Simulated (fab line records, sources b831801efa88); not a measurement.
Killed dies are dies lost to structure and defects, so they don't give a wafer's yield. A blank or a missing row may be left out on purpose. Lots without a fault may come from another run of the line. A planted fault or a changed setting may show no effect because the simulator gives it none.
Chamber matching | flow sky130 | SKY_POLY_GATE_ETCH_17 on rie_si-02: 4 sister chambers
The step etches poly-Si in HBr/Cl2, stops on SiO2, target depth 180 nm, time 70.5 s. 8 wafers are shown with their chamber, then 7 later ones without.

WAFERS WITH THEIR CHAMBER
wafer  | chamber | oes_product_au (a.u.) | throttle_valve_pct (%)
L494.1 | 0       | 0.985                 | 33.692
L494.5 | 0       | 0.981                 | 33.676
L495.6 | 1       | 0.984                 | 33.670
L497.1 | 1       | 0.988                 | 33.684
L498.1 | 3       | 0.987                 | 33.696
L498.4 | 2       | 0.970                 | 33.686
L501.5 | 2       | 0.980                 | 33.689
L503.5 | 3       | 0.974                 | 33.681

WAFERS WITHOUT THEIR CHAMBER
wafer  | oes_product_au (a.u.) | throttle_valve_pct (%)
L503.6 | 0.979                 | 33.686
L513.2 | 0.971                 | 33.692
L513.3 | 0.979                 | 33.663
L513.6 | 0.976                 | 33.688
L515.1 | 0.983                 | 33.687
L515.3 | 0.965                 | 33.683
L515.5 | 0.983                 | 33.681

WHICH CHAMBER EACH WENT THROUGH
wafer  | from the rows above               | in truth
L503.6 | can't be placed: 3 or 2 or 0 or 1 | 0
L513.2 | can't be placed: 2 or 3 or 0      | 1
L513.3 | can't be placed: 1 or 0 or 2 or 3 | 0
L513.6 | can't be placed: 2 or 3 or 0 or 1 | 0
L515.1 | can't be placed: 0 or 3 or 1 or 2 | 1
L515.3 | can't be placed: 2 or 3 or 0 or 1 | 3
L515.5 | can't be placed: 0 or 1 or 3 or 2 | 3
Placed correctly: 0 of 7. Can't be placed from these rows: 7 (the true chamber is among the candidates in 6). Placed wrongly: 0.
How it was worked out, from the rows above alone: a wafer's distance from a chamber is the root of the sum, over the readings, of the square of ((its reading less the chamber's mean) divided by the reading's scatter). The wafer belongs to the nearest chamber; if the next one is less than 2 further off, it can't be placed. A chamber's mean is the mean of its shown wafers. The scatter: the root of (the sum of the squares of (reading less its chamber's mean) over the shown wafers, divided by (wafers less chambers)).
